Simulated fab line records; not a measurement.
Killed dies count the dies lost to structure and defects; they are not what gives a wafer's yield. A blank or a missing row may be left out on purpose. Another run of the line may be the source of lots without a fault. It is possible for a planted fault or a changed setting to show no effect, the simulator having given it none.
Which tool is to blame? | flow sky130 | 24 lots with 72 wafers sampled at 2 steps, on a route of 708 steps

## WHAT THE GAUGES READ, wafer by wafer
SKY_SONOS_ONO_THK_MEAS_05. Usual: SONOS_ONO_CVD_04_THK gives 5.72 nm (standard deviation 0.13).
lot  | measured     | on           | SONOS_ONO_CVD_04_THK (nm) | flag
L074 | day 11 13:06 | filmMetro-03 | 5.48 5.49 5.46            | 
L075 | day 11 22:04 | filmMetro-03 | 5.53 5.63 5.68            | 
L076 | day 12 04:38 | filmMetro-03 | 5.85 5.83 5.74            | 
L077 | day 12 14:08 | filmMetro-03 | 5.59 5.70 5.64            | 
L078 | day 12 22:58 | filmMetro-03 | 5.57 5.51 5.53            | 
L079 | day 13 05:50 | filmMetro-01 | 5.73 5.77 5.72            | 
L080 | day 13 17:41 | filmMetro-01 | 5.77 5.90 5.82            | 
L081 | day 13 21:48 | filmMetro-01 | 5.62 5.60 5.72            | 
L082 | day 14 10:02 | filmMetro-03 | 5.54 5.59 5.61            | 
L083 | day 14 16:18 | filmMetro-01 | 5.97 5.82 5.94            | 
L084 | day 14 20:31 | filmMetro-01 | 5.70 5.66 5.75            | 
L085 | day 15 09:10 | filmMetro-04 | 5.85 5.93 5.90            | 
L086 | day 15 15:40 | filmMetro-04 | 5.82 5.88 5.81            | 
L087 | day 16 02:37 | filmMetro-04 | 5.86 5.74 5.81            | 
L088 | day 16 12:46 | filmMetro-03 | 5.58 5.63 5.50            | 
L089 | day 16 14:00 | filmMetro-03 | 5.75 5.74 5.65            | 
L090 | day 16 23:24 | filmMetro-01 | 5.73 5.65 5.70            | 
L091 | day 17 04:20 | filmMetro-04 | 5.68 5.73 5.73            | 
L092 | day 17 09:26 | filmMetro-01 | 5.86 5.78 5.81            | 
L093 | day 17 23:01 | filmMetro-04 | 5.53 5.70 5.66            | 
L094 | day 18 05:31 | filmMetro-01 | 5.83 5.97 5.98            | 
L095 | day 18 15:49 | filmMetro-01 | 5.66 5.78 5.61            | 
L096 | day 18 19:52 | filmMetro-01 | 5.87 5.78 5.88            | 
L097 | day 19 04:08 | filmMetro-01 | 5.76 5.82 5.69            | 

SKY_SONOS_ONO_CD_MEAS_13: the cd target is 410 nm. Usual: cdNm reads 410.0 nm (standard deviation 2.6).
lot  | measured     | on       | cdNm (nm)         | flag
L074 | day 12 13:48 | cdSem-01 | 412.3 411.6 412.0 | 
L075 | day 12 22:10 | cdSem-02 | 405.4 408.1 406.4 | 
L076 | day 13 04:43 | cdSem-01 | 410.8 411.8 408.9 | 
L077 | day 13 14:53 | cdSem-02 | 410.6 407.6 409.6 | 
L078 | day 13 23:30 | cdSem-02 | 411.0 411.0 411.9 | 
L079 | day 14 06:37 | cdSem-02 | 406.4 409.1 408.0 | 
L080 | day 14 19:32 | cdSem-01 | 409.7 410.0 407.5 | 
L081 | day 15 00:23 | cdSem-01 | 413.2 414.8 414.8 | 
L082 | day 15 13:02 | cdSem-01 | 404.0 403.6 401.3 | 
L083 | day 15 18:49 | cdSem-01 | 414.0 415.3 412.5 | 
L084 | day 15 23:53 | cdSem-01 | 411.9 410.7 411.6 | 
L085 | day 16 12:49 | cdSem-01 | 411.7 411.0 409.2 | 
L086 | day 16 19:30 | cdSem-02 | 408.0 408.5 406.7 | 
L087 | day 17 06:23 | cdSem-02 | 412.7 411.9 410.7 | 
L088 | day 17 17:37 | cdSem-01 | 411.4 412.7 409.6 | 
L089 | day 17 18:52 | cdSem-01 | 408.2 409.0 410.1 | 
L090 | day 18 03:48 | cdSem-01 | 408.4 409.3 409.7 | 
L091 | day 18 09:38 | cdSem-02 | 410.6 410.2 409.2 | 
L092 | day 18 15:16 | cdSem-02 | 411.5 410.5 407.7 | 
L093 | day 19 04:33 | cdSem-01 | 407.5 407.2 407.8 | 
L094 | day 19 11:24 | cdSem-01 | 409.0 408.9 410.8 | 
L095 | day 19 22:07 | cdSem-01 | 413.6 412.6 411.0 | 
L096 | day 20 02:21 | cdSem-01 | 409.6 410.8 410.2 | 
L097 | day 20 10:28 | cdSem-01 | 406.5 408.3 407.7 | 

## WHAT TOOL EACH LOT RAN ON (gives the tool, then ch and the chambers of the sampled wafers, and finally the start)
The record shows no process step preceding these readings.

## WHAT THE TOOLS THEMSELVES READ (means of the sampled wafers that have a number; where no wafer has one, the mark that the record gives instead)
The record holds no such reading with a usual standard deviation.

## THE ANSWER, worked out from the rows above alone
Rule: lot off if the mean of its wafers having a number is beyond 3 standard deviations from the usual mean. A lot without any number at a reading at which 4 lots or more have one is off too. All remaining lots with rows at the step are treated as sound. Order of review: gauges by route order, followed by the tools' own readings, for which a lot's mean as printed above is used. At the first step where some lot is off, the reading lying furthest off is the one used; lots without a number count as furthest.
None of the lots is off at any reading shown; this tells nothing.

## WHAT THE SIMULATOR HAD INSERTED
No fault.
